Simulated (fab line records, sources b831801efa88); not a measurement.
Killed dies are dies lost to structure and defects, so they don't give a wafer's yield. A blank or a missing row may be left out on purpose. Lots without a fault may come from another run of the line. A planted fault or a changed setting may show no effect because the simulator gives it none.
Tool commonality check | flow gf180mcu | 14 lots, 42 wafers sampled

WHY IT WAS OPENED
At GF_NWELL_TW_MEAS_11 the reading NWELL_TW is flagged on 2 of 14 lots. Wafers without a fault read 1567, standard deviation 11.
Rule: a lot is flagged when every wafer of it that has a number lies more than 4 standard deviations from that mean, or none has a number. The other lots count as sound.

lot  | measured    | on            | NWELL_TW, wafer by wafer | flag
L746 | day 3 10:22 | film_metro-01 | 1575 1578 1574           |
L747 | day 3 13:08 | film_metro-01 | 1577 1572 1566           |
L748 | day 3 17:44 | film_metro-04 | 1570 1570 1571           |
L752 | day 4 17:11 | film_metro-04 | 30 30 30                 | FLAGGED
L753 | day 4 21:55 | film_metro-02 | 30 30 30                 | FLAGGED
L758 | day 6 02:56 | film_metro-04 | 1558 1556 1551           |
L760 | day 6 12:34 | film_metro-01 | 1581 1589 1584           |
L761 | day 6 20:04 | film_metro-01 | 1578 1586 1587           |
L762 | day 6 22:35 | film_metro-01 | 1583 1590 1589           |
L763 | day 7 06:02 | film_metro-01 | 1565 1581 1564           |
L765 | day 7 16:23 | film_metro-02 | 1557 1554 1551           |
L766 | day 7 21:26 | film_metro-01 | 1574 1580 1574           |
L767 | day 8 01:59 | film_metro-01 | 1576 1572 1572           |
L769 | day 8 13:11 | film_metro-04 | 1564 1559 1562           |
The numbers of the flagged lots are 30 on average: -1537 against the usual, or -99 or more standard deviations.

WHICH TOOL RAN EACH LOT
The record holds 2 process steps before the reading, out of a route of 602 steps. In each cell: the tool, then ch and the chambers that the sampled wafers went through, then the start.
lot  | flag    | GF_DNWELL_STRIP_08                  | GF_NWELL_STRIP_10
L746 |         | plasma_asher-02 ch 0,1, day 2 20:20 | plasma_asher-04 ch 0, day 3 10:16
L747 |         | plasma_asher-01 ch 0,1, day 3 00:03 | plasma_asher-03 ch 0,1, day 3 13:02
L748 |         | plasma_asher-03 ch 0,1, day 3 04:35 | plasma_asher-02 ch 0,1, day 3 17:39
L752 | FLAGGED | plasma_asher-01 ch 0,1, day 4 03:17 | plasma_asher-03 ch 0,1, day 4 17:06
L753 | FLAGGED | plasma_asher-03 ch 0,1, day 4 07:53 | plasma_asher-04 ch 0,1, day 4 21:49
L758 |         | plasma_asher-01 ch 0,1, day 5 11:43 | plasma_asher-03 ch 0,1, day 6 02:51
L760 |         | plasma_asher-01 ch 0,1, day 5 21:04 | plasma_asher-04 ch 0,1, day 6 12:28
L761 |         | plasma_asher-03 ch 0,1, day 6 04:27 | plasma_asher-02 ch 1, day 6 19:58
L762 |         | plasma_asher-03 ch 0,1, day 6 06:51 | plasma_asher-04 ch 0,1, day 6 22:29
L763 |         | plasma_asher-01 ch 0,1, day 6 13:32 | plasma_asher-04 ch 0,1, day 7 05:57
L765 |         | plasma_asher-03 ch 0,1, day 6 23:30 | plasma_asher-02 ch 0, day 7 16:14
L766 |         | plasma_asher-02 ch 0, day 7 04:47   | plasma_asher-03 ch 0, day 7 21:20
L767 |         | plasma_asher-02 ch 0,1, day 7 09:24 | plasma_asher-02 ch 0, day 8 01:52
L769 |         | plasma_asher-03 ch 0,1, day 7 19:54 | plasma_asher-02 ch 0,1, day 8 13:05
What these steps do:
- GF_DNWELL_STRIP_08: strips in O2/N2.
- GF_NWELL_STRIP_10: strips in O2/N2.
- GF_NWELL_TW_MEAS_11

FLAGGED OVER TOTAL, TOOL BY TOOL (the gauges that took the reading come last)
step                | tool            | lots run | flagged | share of the flagged lots | sound lots run after its first flagged lot
GF_DNWELL_STRIP_08  | plasma_asher-01 | 5        | 1       | some                      | 3 (L758,L760,L763)
GF_DNWELL_STRIP_08  | plasma_asher-02 | 3        | 0       | none                      | -
GF_DNWELL_STRIP_08  | plasma_asher-03 | 6        | 1       | some                      | 4 (L761,L762,L765,L769)
GF_NWELL_STRIP_10   | plasma_asher-02 | 5        | 0       | none                      | -
GF_NWELL_STRIP_10   | plasma_asher-03 | 4        | 1       | some                      | 2 (L758,L766)
GF_NWELL_STRIP_10   | plasma_asher-04 | 5        | 1       | some                      | 3 (L760,L762,L763)
GF_NWELL_TW_MEAS_11 | film_metro-01   | 8        | 0       | none                      | -
GF_NWELL_TW_MEAS_11 | film_metro-02   | 2        | 1       | some                      | 1 (L765)
GF_NWELL_TW_MEAS_11 | film_metro-04   | 4        | 1       | some                      | 2 (L758,L769)

WHAT THE TABLE ALLOWS
No row of the table ran every flagged lot.

WHAT THE SIMULATOR HAD PUT IN
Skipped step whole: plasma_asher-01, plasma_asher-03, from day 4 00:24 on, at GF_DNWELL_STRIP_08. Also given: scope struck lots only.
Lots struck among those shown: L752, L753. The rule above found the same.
